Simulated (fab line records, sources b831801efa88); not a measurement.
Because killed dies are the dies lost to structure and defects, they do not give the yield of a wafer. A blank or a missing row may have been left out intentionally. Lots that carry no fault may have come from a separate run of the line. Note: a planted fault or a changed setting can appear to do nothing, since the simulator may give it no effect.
What tool caused it? ; flow gf180mcu ; 12 lots with 36 wafers sampled at 4 steps, on a route of 602 steps

WHAT THE GAUGES READ, wafer by wafer
GF_MVPSD_TW_MEAS_11. Usual: MVPSD_TW gives 549 (standard deviation 7.1).
lot;measured;on;MVPSD_TW;flag
L162;day 4 22:38;film_metro-01;551 556 552;
L163;day 5 03:32;film_metro-01;552 550 553;
L164;day 5 08:59;film_metro-04;551 551 549;
L165;day 5 16:14;film_metro-01;552 555 552;
L166;day 5 21:32;film_metro-01;550 550 549;
L172;day 8 01:41;film_metro-01;558 553 551;
L173;day 8 08:47;film_metro-01;551 551 558;
L178;day 9 01:05;film_metro-01;554 554 556;
L180;day 9 13:20;film_metro-04;551 550 549;
L183;day 10 07:10;film_metro-04;551 552 552;
L184;day 10 13:53;film_metro-01;557 551 553;
L185;day 10 17:41;film_metro-03;539 540 537;

GF_HV_LDD_CD_MEAS_46 targets a cd of 400 nm. Usual: 402.3 nm for cd_nm, sd 2.8.
lot;measured;on;cd_nm (nm);flag
L162;day 12 03:42;cd_sem-01;405.5 404.2 405.0;
L163;day 12 12:51;cd_sem-01;405.1 402.9 402.8;
L164;day 12 20:58;cd_sem-01;403.2 404.5 398.5;
L165;day 13 04:19;cd_sem-02;399.4 400.7 400.2;
L166;day 13 11:45;cd_sem-01;398.7 397.4 398.2;
L172;day 16 12:14;cd_sem-01;401.6 404.2 400.6;
L173;day 16 21:29;cd_sem-01;402.2 402.5 401.8;
L178;day 17 21:01;cd_sem-02;398.8 398.0 397.4;
L180;day 18 10:08;cd_sem-01;401.9 402.5 402.1;
L183;day 19 08:01;cd_sem-02;405.8 404.1 404.4;
L184;day 19 15:53;cd_sem-01;406.6 405.3 406.4;
L185;day 20 00:52;cd_sem-01;398.0 399.3 399.6;

GF_SALICIDE_THK_MEAS_05: measures by xrf. Usual: SALICIDE_TIN_THK gives 19.98 nm (standard deviation 0.29).
lot;measured;on;SALICIDE_TIN_THK (nm);flag
L162;day 14 20:55;film_metro-01;20.19 19.83 20.21;
L163;day 15 08:25;film_metro-02;19.89 20.09 19.88;
L164;day 15 16:16;film_metro-03;20.03 19.39 19.52;
L165;day 16 00:15;film_metro-03;19.94 19.78 19.89;
L166;day 16 09:00;film_metro-03;20.37 19.92 19.91;
L172;day 19 16:16;film_metro-01;20.13 19.74 19.98;
L173;day 20 00:51;film_metro-02;20.73 20.39 20.65;
L178;day 21 00:59;film_metro-01;19.52 19.85 19.64;
L180;day 21 14:25;film_metro-02;19.56 19.86 19.78;
L183;day 22 12:19;film_metro-01;20.06 20.06 19.76;
L184;day 22 19:21;film_metro-01;20.31 20.35 20.05;
L185;day 23 04:45;film_metro-02;19.77 19.56 19.93;

WHAT TOOL EACH LOT RAN ON (gives the tool, then ch and the chambers of the sampled wafers, and finally the start)
lot;GF_POLY_GATE_ETCH_13
L162;rie_si-02 ch 2,3, day 9 00:26
L163;rie_si-02 ch 0,3, day 9 07:57
L164;rie_si-01 ch 1,3, day 9 16:24
L165;rie_si-01 ch 0,2,3, day 9 22:53
L166;rie_si-02 ch 0,3, day 10 06:09
L172;rie_si-02 ch 0,3, day 12 20:51
L173;rie_si-02 ch 0,2, day 13 02:26
L178;rie_si-01 ch 0,1,2, day 14 01:05
L180;rie_si-01 ch 0,2,3, day 14 14:02
L183;rie_si-01 ch 0,1,2, day 15 10:20
L184;rie_si-01 ch 0,2,3, day 15 17:06
L185;rie_si-02 ch 0,2,3, day 16 02:20
- GF_POLY_GATE_ETCH_13: etches poly-Si in HBr/Cl2, stops on SiO2, target depth 198.5 nm, time 69.6 s.

WHAT THE TOOLS THEMSELVES READ (means of the sampled wafers that have a number; where no wafer has one, the mark that the record gives instead)
GF_POLY_GATE_ETCH_13. Usual: drypump_motor_current_A 5.8 A, standard deviation 0.38; oes_product_au 0.977 a.u., standard deviation 0.0098; throttle_valve_pct 33.684 %, standard deviation 0.0088.
lot;tool;drypump_motor_current_A (A);oes_product_au (a.u.);throttle_valve_pct (%);flag
L162;rie_si-02;5.8;0.971;33.680;
L163;rie_si-02;5.3;0.978;33.685;
L164;rie_si-01;6.0;0.978;33.682;
L165;rie_si-01;6.1;0.982;33.693;
L166;rie_si-02;5.3;0.970;33.687;
L172;rie_si-02;5.3;0.956;33.681;
L173;rie_si-02;5.5;0.953;33.684;
L178;rie_si-01;6.2;0.970;33.688;
L180;rie_si-01;6.0;0.978;33.685;
L183;rie_si-01;6.1;0.981;33.677;
L184;rie_si-01;6.0;0.964;33.681;
L185;rie_si-02;5.6;0.972;33.687;

THE ANSWER, worked out from the rows above alone
Rule: take the mean of a lot's wafers that have a number; if it is more than 3 standard deviations from the usual mean, the lot is off. Also off: a lot with no number at a reading for which 4 or more lots have one. All remaining lots with rows at the step are treated as sound. After the gauges, taken in route order, come the tools' own readings; for these a lot's mean is taken, as printed above. At the first step where some lot is off, the reading lying furthest off is the one used; lots without a number count as furthest.
No lot is off at any reading shown: from this, nothing can be told.

WHAT THE SIMULATOR PUT IN
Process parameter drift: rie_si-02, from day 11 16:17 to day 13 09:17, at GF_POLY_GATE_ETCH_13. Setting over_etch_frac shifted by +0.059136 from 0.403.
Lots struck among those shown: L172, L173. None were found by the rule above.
